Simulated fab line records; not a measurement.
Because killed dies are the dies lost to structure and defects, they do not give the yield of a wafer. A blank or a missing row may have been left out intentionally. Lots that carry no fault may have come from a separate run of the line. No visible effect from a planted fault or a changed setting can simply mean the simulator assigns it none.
Struck lot and sound lot, side by side | flow sky130 | 17 steps out of a route of 708
Sound: the wafers L578.3, L578.4, L578.5. Struck: wafer L585.5 (left out: L585.3, a lot-mate that was not struck); the cause follows at the end.
At each step with rows: each side's tool, then ch and its chambers, then its first start. Under that, the readings that differ: sound wafers | struck wafers | difference of the means | sigmas: that difference in standard deviations of wafers without a fault.
alike: a reading whose means differ by less than 2 such deviations, as well as words and numbers matching on both sides. not compared: withheld readings; readings where some wafer has no value; bounds like >300 that might hide an equal value; numbers whose values overlap and for which the record gives no deviation.
Wherever a step has rows on one side only, a row that says differs or no value, or a row with sigmas, the two part there. Numbers that have no deviation but don't overlap get no sigmas and don't part them. A reading that every wafer of one side lacks parts them only if that side has two wafers or more.

SKY_VT_ADJUST_HVTP_OVL_MEAS_08:
  sound on overlay-02 at day 7 05:35; struck on overlay-01 at day 8 23:17
  alike: VT_ADJUST_HVTP_OVL
following that, these wafers have no rows for 1 step: SKY_VT_ADJUST_HVTP_IMPLANT_09.
SKY_VT_ADJUST_HVTP_STRIP_10: strips in O2/N2.
  sound on plasma_asher-04 ch 0,1, day 7 05:48; struck on plasma_asher-01 ch 1, day 8 23:30
  alike: drypump_motor_current_A, oes_product_au, strip_time_to_endpoint_s
  not compared: rf_hours_counter_h
SKY_VT_ADJUST_HVTP_TW_MEAS_11:
  sound on film_metro-03 at day 7 05:53; struck on film_metro-03 at day 8 23:35
  alike: VT_ADJUST_HVTP_TW
then, 7 steps without rows for these wafers: SKY_VT_ADJUST_LVTN_DEHYDRATE_00 (time 60 s); SKY_VT_ADJUST_LVTN_HMDS_01 (prime time 60 s); SKY_VT_ADJUST_LVTN_COAT_02 (resist thk 3000 nm); SKY_VT_ADJUST_LVTN_SOFTBAKE_03; SKY_VT_ADJUST_LVTN_EXPOSE_04 (exposes mask NWM COMPLEMENT LESS NATIVE, target cd 840 nm); SKY_VT_ADJUST_LVTN_PEB_05; SKY_VT_ADJUST_LVTN_DEVELOP_06 (develop time 60 s).
SKY_VT_ADJUST_LVTN_OVL_MEAS_07:
  sound on overlay-01 at day 8 01:41; struck on overlay-01 at day 9 21:15
  alike: VT_ADJUST_LVTN_OVL
SKY_VT_ADJUST_LVTN_IMPLANT_08:
  sound on implanter-02 ch 0, day 8 01:46; struck on implanter-02 ch 0, day 9 21:19
  alike: beam_on_s
SKY_VT_ADJUST_LVTN_STRIP_09: strips in O2/N2.
  sound on plasma_asher-02 ch 0,1, day 8 01:53; struck on plasma_asher-02 ch 0, day 9 21:27
  alike: drypump_motor_current_A, oes_product_au, strip_time_to_endpoint_s
  not compared: rf_hours_counter_h
SKY_VT_ADJUST_LVTN_TW_MEAS_10:
  sound on film_metro-02 at day 8 01:59; struck on film_metro-02 at day 9 21:32
  reading           | sound             | struck | difference | sigmas
  VT_ADJUST_LVTN_TW | 243.5 242.6 242.4 | 230.9  | -11.9      | -9
then, 1 step without rows for these wafers: SKY_VT_ADJUST_LVTN_DEHYDRATE_11 (time 60 s).
-- the record jumps here: 38 days lie between the struck wafers' starts before and after (it left off in module VT_ADJUST_LVTN and takes up again in module PAD_OPEN, whose first step shown is number 708 of the route) --
SKY_PAD_OPEN_PROBE_99:
  sound on prober-02 at day 47 01:23; struck on prober-01 at day 48 09:31
  reading                                   | sound                   | struck  | difference | sigmas
  model.etest.nfet_01v8.drive_ua_um_range   | 9.293 9.157 6.852       | 16.5    | +8.1       |
  model.etest.nfet_01v8.vt_v_range          | 0.008633 0.01239 0.0109 | 0.01526 | +0.00462   |
  model.etest.nfet_01v8_lvt.body_rise_v (V) | 0.1423 0.1431 0.1417    | 0.1388  | -0.0036    |
  alike: killed_at_M0_to_M3, killed_at_M4_up, killed_at_contacts, killed_at_front_end, killed_at_other, killed_dies, killed_open, killed_short
  not compared: model.etest.nfet_01v8_lvt.vt_sat_v

WHERE THEY PART
Within this record, at SKY_VT_ADJUST_LVTN_TW_MEAS_10 only. Later steps at which nothing parts them and some readings are alike: SKY_PAD_OPEN_PROBE_99.

WHY: whatever the simulator had introduced
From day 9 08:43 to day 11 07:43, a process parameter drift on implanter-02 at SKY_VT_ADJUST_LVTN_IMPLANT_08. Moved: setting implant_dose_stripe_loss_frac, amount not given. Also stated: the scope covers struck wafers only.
